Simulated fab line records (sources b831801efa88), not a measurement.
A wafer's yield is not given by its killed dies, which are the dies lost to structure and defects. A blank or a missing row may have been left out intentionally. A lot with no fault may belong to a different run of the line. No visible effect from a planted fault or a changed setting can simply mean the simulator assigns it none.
fab line records -- flow sky130
[record] lots = 7, wafers = 21, last_day = 49
route steps=708 shown SONOS_ONO@182 GATE_OXIDE@187 PAD_OPEN@708
lots with no fault: from the same line, run without faults
start_h: the number of hours between the record's first day and the start of the first shown wafer of the lot -- wait_h: hours from the lot's prior step to this one -- " the same as in the row above -- L1.1+2: a single row standing in for several wafers -- - no value, or no start was given -- * or withheld: withheld -- < > ~ a bound
route shown NAME@n: NAME is a module with steps in the file, n the number in the route of the first one -- usual: the fault-free wafers' mean and standard deviation -- same: alike in all rows -- chamber/n: place in a boat -- sites: each site's reading -- _std_site: their standard deviation -- _edge_site: outer sites' mean less inner sites' -- radius_mm: how far each site lies from the wafer's centre -- mask NAME#n: copy n -- behind: the tool/chamber that last shaped the wafer -- hold: reason for holding the lot/hours on hold/outcome of the hold -- device: whichever transistor did not switch (one of n, p or np) -- end of line: tests of these same wafers at the route's end -- where a step has no rows: the recipe by itself -- killed: the dies lost at the first sort to structure and to defects; this is not the yield of the wafer -- map: the dies of a wafer, with x for killed, . for not killed, _ for no die there
set.NAME: setting as actually run; set.NAME@STEP: the setting as run at that earlier step -- model.NAME: the simulator's own value behind a step, which no gauge read
a table for each step, a row for each wafer; lots at some steps of the route
services: a tool's chamber out of use, with start hour (start_h, from the record's first day; less than 0 if before it), hours out, and reason
[[steps]]
[step SKY_SONOS_ONO_OVL_MEAS_14]
[usual] SONOS_ONO_OVL = 0.1/1.7
lot.wafer,tool,chamber,start_h,wait_h,SONOS_ONO_OVL[nm]
L212.3,overlay-02,-,290.94,0.1,0.4
L212.5,overlay-02,-,290.94,0.1,1.1
L212.6,overlay-02,-,290.94,0.1,1.7
L215.2,overlay-01,-,306.79,0.1,0.0
L215.3,overlay-01,-,306.79,0.1,0.4
L215.4,overlay-01,-,306.79,0.1,-0.1
L216.1,overlay-01,-,318.73,0.1,-2.6
L216.2,overlay-01,-,318.73,0.1,-1.6
L216.3,overlay-01,-,318.73,0.1,-1.3
L218.1,overlay-02,-,334.48,0.1,-2.3
L218.3,overlay-02,-,334.48,0.1,0.0
L218.5,overlay-02,-,334.48,0.1,-0.3
L223.1,overlay-02,-,378.08,0.1,2.9
L223.3,overlay-02,-,378.08,0.1,2.7
L223.5,overlay-02,-,378.08,0.1,1.6
L227.2,overlay-02,-,406.78,0.1,2.2
L227.3,overlay-02,-,406.78,0.1,1.8
L227.5,overlay-02,-,406.78,0.1,3.0
L231.2,overlay-01,-,438.18,0.1,-3.2
L231.3,overlay-01,-,438.18,0.1,-0.9
L231.5,overlay-01,-,438.18,0.1,-1.5
[step SKY_SONOS_ONO_ETCH_15]
[recipe] target_depth_nm = 19.52, chemistry = CHF3/O2, source_w = 600, bias_w = 200, pressure_mtorr = 40, chf3_flow_sccm = 50, O2_flow_sccm = 5, time_s = 7.8
[usual] drypump_motor_current_A = 5.6/0.39, oes_product_au = 0.999/0.0069, throttle_valve_pct = 8.825/0.0098
lot.wafer,tool,chamber,start_h,wait_h,drypump_motor_current_A,oes_product_au,rf_hours_counter_h,throttle_valve_pct
L212.3,rie_diel-01,3,290.97,0.0,6.1,0.993,4,8.828
L212.5,rie_diel-01,0,290.97,0.0,5.2,1.003,-,8.817
L212.6,rie_diel-01,1,290.97,0.0,5.7,1.001,-,8.829
L215.2,rie_diel-02,0,306.82,0.0,4.8,0.999,26,8.822
L215.3,rie_diel-02,1,306.82,0.0,5.6,0.992,111,8.814
L215.4,rie_diel-02,3,306.82,0.0,5.2,0.985,1,8.843
L216.1,rie_diel-02,2,318.76,0.0,5.5,1.006,10,8.837
L216.2,rie_diel-02,0,318.76,0.0,4.8,1.007,26,8.827
L216.3,rie_diel-02,1,318.76,0.0,5.6,0.987,111,8.831
L218.1,rie_diel-04,0,334.51,0.0,5.7,0.998,42,8.844
L218.3,rie_diel-04,3,334.51,0.0,5.9,1.002,7,8.823
L218.5,rie_diel-04,3,334.51,0.0,5.9,0.988,-,8.833
L223.1,rie_diel-04,3,378.11,0.0,5.9,1.002,8,8.827
L223.3,rie_diel-04,1,378.11,0.0,5.0,1.003,40,8.813
L223.5,rie_diel-04,1,378.11,0.0,5.0,1.002,-,8.823
L227.2,rie_diel-01,0,406.81,0.0,5.3,0.991,2,8.813
L227.3,rie_diel-01,2,406.81,0.0,5.7,0.997,94,8.821
L227.5,rie_diel-01,2,406.81,0.0,5.7,0.982,-,8.836
L231.2,rie_diel-04,0,438.21,0.0,5.7,1.001,44,8.834
L231.3,rie_diel-04,3,438.21,0.0,5.9,1.000,9,8.834
L231.5,rie_diel-04,1,438.21,0.0,5.1,1.006,-,8.835
[step SKY_SONOS_ONO_WET_ETCH_16]
[recipe] chemistry = dHF, target_depth_nm = 14, dry = n2_spin, target = SiO2, dilution = 100:1, temp_c = 25, time_s = 280
[step SKY_SONOS_ONO_STRIP_17]
[recipe] chemistry = O2/N2, power_w = 1400, pressure_mtorr = 1500, platen_temp_c = withheld, o2_flow_sccm = 3000, n2_flow_sccm = 300, overash_fraction = 0.5
[usual] drypump_motor_current_A = 5.7/0.43, o2_flow_sccm = 3001/9.2, oes_product_au = 0.710/0.005, strip_time_to_endpoint_s = 14.10/0.048
lot.wafer,tool,chamber,start_h,wait_h,drypump_motor_current_A,o2_flow_sccm,oes_product_au,rf_hours_counter_h,strip_time_to_endpoint_s
L212.3,plasma_asher-04,0,291.11,0.0,5.9,2997,0.709,-,14.07
L212.5,plasma_asher-04,1,291.11,0.0,5.8,2986,0.701,-,14.01
L212.6,plasma_asher-04,0,291.11,0.0,5.9,2994,0.710,-,14.04
L215.2,plasma_asher-01,1,306.92,0.0,5.2,3006,0.717,48,14.12
L215.3,plasma_asher-01,1,306.92,0.0,5.2,3005,0.717,-,14.16
L215.4,plasma_asher-01,0,306.92,0.0,6.1,2998,0.706,-,14.16
L216.1,plasma_asher-01,0,318.87,0.0,6.1,3006,0.709,49,14.16
L216.2,plasma_asher-01,1,318.87,0.0,5.2,3003,0.708,49,14.12
L216.3,plasma_asher-01,1,318.87,0.0,5.2,2996,0.708,-,14.16
L218.1,plasma_asher-01,0,334.62,0.0,6.1,3000,0.702,51,14.14
L218.3,plasma_asher-01,1,334.62,0.0,5.2,3022,0.707,-,14.12
L218.5,plasma_asher-01,1,334.62,0.0,5.2,3002,0.713,-,14.15
L223.1,plasma_asher-01,0,378.22,0.0,6.1,3011,0.717,55,14.08
L223.3,plasma_asher-01,0,378.22,0.0,6.1,3002,0.702,-,14.12
L223.5,plasma_asher-01,0,378.22,0.0,6.1,2999,0.709,-,14.08
L227.2,plasma_asher-03,0,406.92,0.0,5.2,2971,0.710,29,14.14
L227.3,plasma_asher-03,1,406.92,0.0,6.3,3005,0.699,-,14.12
L227.5,plasma_asher-03,0,406.92,0.0,5.2,2998,0.715,-,14.09
L231.2,plasma_asher-04,1,438.32,0.0,5.7,3010,0.709,1,14.02
L231.3,plasma_asher-04,0,438.32,0.0,5.9,3015,0.721,-,14.02
L231.5,plasma_asher-04,0,438.32,0.0,5.9,3017,0.713,-,14.04
[step SKY_SONOS_ONO_WET_ETCH_18]
[recipe] chemistry = H3PO4, target_depth_nm = 15, target = Si3N4, temp_c = 160, time_s = 172
[step SKY_GATE_OXIDE_CLEAN_00]
[recipe] chemistry = SC1/SC2, mix = 1:4:20, temp_c = 70, time_s = 150, dry = n2_spin
[step SKY_GATE_OXIDE_OXIDATION_01]
[recipe] temp_c = 900, ambient = O2, stabilise_s = 600, purge_s = 300, target_thk_a = 102.68, ox_time_s = 1473
[step SKY_GATE_OXIDE_THK_MEAS_02]
[recipe] reads = SiO2_of_GATE_OXIDE_OXIDATION_01
[usual] GATE_OXIDE_OXIDATION_00_THK = 10.28/0.18
lot.wafer,tool,chamber,start_h,wait_h,GATE_OXIDE_OXIDATION_00_THK[nm]
L212.3,film_metro-04,-,293.06,0.0,10.42
L212.5,film_metro-04,-,293.06,0.0,10.55
L212.6,film_metro-04,-,293.06,0.0,10.41
L215.2,film_metro-03,-,308.96,0.0,10.35
L215.3,film_metro-03,-,308.96,0.0,10.22
L215.4,film_metro-03,-,308.96,0.0,10.37
L216.1,film_metro-03,-,320.91,0.0,10.18
L216.2,film_metro-03,-,320.91,0.0,10.16
L216.3,film_metro-03,-,320.91,0.0,10.43
L218.1,film_metro-02,-,337.62,0.0,10.38
L218.3,film_metro-02,-,337.62,0.0,10.21
L218.5,film_metro-02,-,337.62,0.0,10.42
L223.1,film_metro-03,-,380.09,0.0,10.46
L223.3,film_metro-03,-,380.09,0.0,10.27
L223.5,film_metro-03,-,380.09,0.0,10.17
L227.2,film_metro-02,-,408.56,0.0,10.18
L227.3,film_metro-02,-,408.56,0.0,10.36
L227.5,film_metro-02,-,408.56,0.0,10.25
L231.2,film_metro-03,-,439.95,0.0,10.19
L231.3,film_metro-03,-,439.95,0.0,10.27
L231.5,film_metro-03,-,439.95,0.0,10.25
[step SKY_GATE_OXIDE_DEHYDRATE_03]
[recipe] temp_c = 200, time_s = 60
[step SKY_GATE_OXIDE_HMDS_04]
[recipe] prime_time_s = 60, prime_temp_c = 120
[step SKY_GATE_OXIDE_COAT_05]
[recipe] resist = NOVOLAK, spin_rpm = 3000, resist_thk_nm = 1140
[step SKY_GATE_OXIDE_SOFTBAKE_06]
[recipe] temp_c = 90, time_s = 60, resist = NOVOLAK
[step SKY_GATE_OXIDE_EXPOSE_07]
[recipe] mask_id = LVOM, na = 0.6, source_shape = conventional, sigma_outer = 0.6, polarization = unpolarized, target_cd_nm = 600, dose_mj = 170
lot.wafer,tool,chamber,start_h,wait_h,mask,model.GATE_OXIDE.overlay_x_nm
L212.3+5+6,iline_stepper-01,0,305.96,-,LVOM#0,-0.4036
L215.2+3+4,iline_stepper-01,0,322.55,-,LVOM#0,-92.54
L216.1+2+3,iline_stepper-01,0,334.06,-,LVOM#0,-92.7
L218.1+3+5,iline_stepper-01,0,351.98,-,LVOM#0,-92.39
L223.1+3+5,iline_stepper-02,0,394.36,-,LVOM#0,0.3045
L227.2+3+5,iline_stepper-02,0,423.82,-,LVOM#0,-0.4647
L231.2+3+5,iline_stepper-02,0,455.30,-,LVOM#0,-0.8361
[step SKY_GATE_OXIDE_PEB_08]
[recipe] temp_c = withheld, time_s = *, resist = NOVOLAK
[step SKY_GATE_OXIDE_DEVELOP_09]
[recipe] resist = NOVOLAK, developer = TMAH, develop_time_s = 60, dev_temp_c = 23
[step SKY_GATE_OXIDE_OVL_MEAS_10]
[usual] GATE_OXIDE_OVL = 0.1/1.2
lot.wafer,tool,chamber,start_h,wait_h,GATE_OXIDE_OVL[nm]
L212.3,overlay-02,-,319.29,0.1,1.1
L212.5,overlay-02,-,319.29,0.1,-0.3
L212.6,overlay-02,-,319.29,0.1,-1.0
L215.2,overlay-02,-,335.59,0.1,-91.7
L215.3,overlay-02,-,335.59,0.1,-91.9
L215.4,overlay-02,-,335.59,0.1,-92.1
L216.1,overlay-01,-,347.96,0.1,-91.3
L216.2,overlay-01,-,347.96,0.1,-91.8
L216.3,overlay-01,-,347.96,0.1,-91.5
L218.1,overlay-02,-,365.46,0.1,-92.1
L218.3,overlay-02,-,365.46,0.1,-93.8
L218.5,overlay-02,-,365.46,0.1,-92.3
L223.1,overlay-02,-,408.91,0.1,-0.1
L223.3,overlay-02,-,408.91,0.1,2.7
L223.5,overlay-02,-,408.91,0.1,1.5
L227.2,overlay-01,-,439.01,0.1,0.7
L227.3,overlay-01,-,439.01,0.1,1.1
L227.5,overlay-01,-,439.01,0.1,0.5
L231.2,overlay-02,-,470.44,0.1,0.6
L231.3,overlay-02,-,470.44,0.1,-0.7
L231.5,overlay-02,-,470.44,0.1,0.4
[step SKY_GATE_OXIDE_IMPLANT_11]
[recipe] species = B, energy_kev = 10, dose_cm2 = 2.6e+12, tilt_deg = withheld
[step SKY_PAD_OPEN_PROBE_99]
[usual] killed_at_M0_to_M3 = 42/6.8, killed_at_M4_up = 3.2/1.8, killed_at_contacts = 25/5.4, killed_at_front_end = 15/4.5, killed_at_other = 0.3/0.56, killed_dies = 85/9.7, killed_open = 46/7.1, killed_short = 39/6.5
[same] gross_dies = 492, killed_at_back_side = 0
lot.wafer,tool,chamber,start_h,wait_h,killed_at_M0_to_M3,killed_at_M4_up,killed_at_contacts,killed_at_front_end,killed_at_other,killed_dies,killed_open,killed_short
L212.3,prober-02,-,1084.78,0.2,48,3,22,24,0,97,52,45
L212.5,prober-02,-,1084.88,0.2,50,2,19,14,0,85,43,42
L212.6,prober-02,-,1084.93,0.2,42,3,27,13,0,85,40,45
// killed by level:class
L212.3 CONTACT:geometric_particle:open=9 VIA1:geometric_particle:short=8 VIA1:geometric_particle:open=8 POLY_GATE:geometric_particle:short=7 VIA2:geometric_particle:open=7 VIA3:geometric_particle:open=7 METAL2:geometric_particle:short=6 POLY_GATE:geometric_particle:open=5
L212.5 VIA1:geometric_particle:open=9 CONTACT:geometric_particle:open=8 VIA3:geometric_particle:open=7 VIA2:geometric_particle:open=6 FIELD_ISO:geometric_particle:short=5 VIA1:geometric_particle:short=5 METAL2:geometric_particle:short=5 LOCAL_INTERCONNECT:geometric_particle:short=4
L212.6 METAL1:geometric_particle:short=11 LI_CONTACT:geometric_particle:open=9 CONTACT:geometric_particle:open=8 CONTACT:geometric_particle:short=6 VIA3:geometric_particle:open=6 METAL2:geometric_particle:short=6 VIA1:geometric_particle:open=5 VIA2:geometric_particle:open=5
[[services]]
tool,chamber,start_h,hours,kind
rie_diel-01,-,269.17,0.2,repair
plasma_asher-01,-,274.47,4.6,repair
rie_diel-04,-,275.17,2.1,repair
rie_diel-04,3,283.44,38.1,repair
plasma_asher-01,-,291.46,4.9,repair
rie_diel-01,-,298.28,62.3,repair
plasma_asher-04,-,304.45,1.4,repair
rie_diel-04,0,308.15,5.6,repair
rie_diel-01,0,317.02,14.8,repair
plasma_asher-04,-,321.44,1.1,repair
rie_diel-01,1,324.16,8.3,repair
rie_diel-04,2,326.33,7.4,repair
rie_diel-04,2,341.67,98.6,repair
plasma_asher-03,-,352.84,3.9,repair
iline_stepper-02,-,361.57,1.7,pm
plasma_asher-03,-,387.99,2.4,repair
rie_diel-04,-,394.07,0.3,repair
iline_stepper-01,0,403.51,-,calibration
rie_diel-04,3,405.13,2.7,repair
rie_diel-01,1,408.55,7.8,repair
rie_diel-04,-,419.47,0.9,repair
plasma_asher-04,-,421.25,9.0,pm
iline_stepper-01,-,428.75,1.7,pm
iline_stepper-01,-,450.12,4.7,repair
[[key]]
[first_sign] step = SKY_GATE_OXIDE_OVL_MEAS_10, reading = GATE_OXIDE_OVL, direction = down, sigmas = 79, usual = 0.1, struck = -92.1
effect none on later readings
[model_effect] step = SKY_GATE_OXIDE_EXPOSE_07, value = GATE_OXIDE.overlay_x_nm, without = 0.3905, struck = -92.54
met_at SKY_GATE_OXIDE_EXPOSE_07
struck_wafers L215.2,L215.3,L215.4,L216.1,L216.2,L216.3,L218.1,L218.3,L218.5
tester_left_out L215,L216,L218
onset_between 305.96 322.55
[fault] kind = scanner_matching_overlay, tool = iline_stepper-01, chamber = -, onset_h = 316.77, steps = SKY_GATE_OXIDE_EXPOSE_07, offset = -92.934
// tester_left_out: of these lots the tester's yield and bins aren't shown, on N5 and GAA mostly nor the transistor test; their killed dies are dies lost to structure and defects alone, not to doping, threshold or leakage, so they don't give the yield
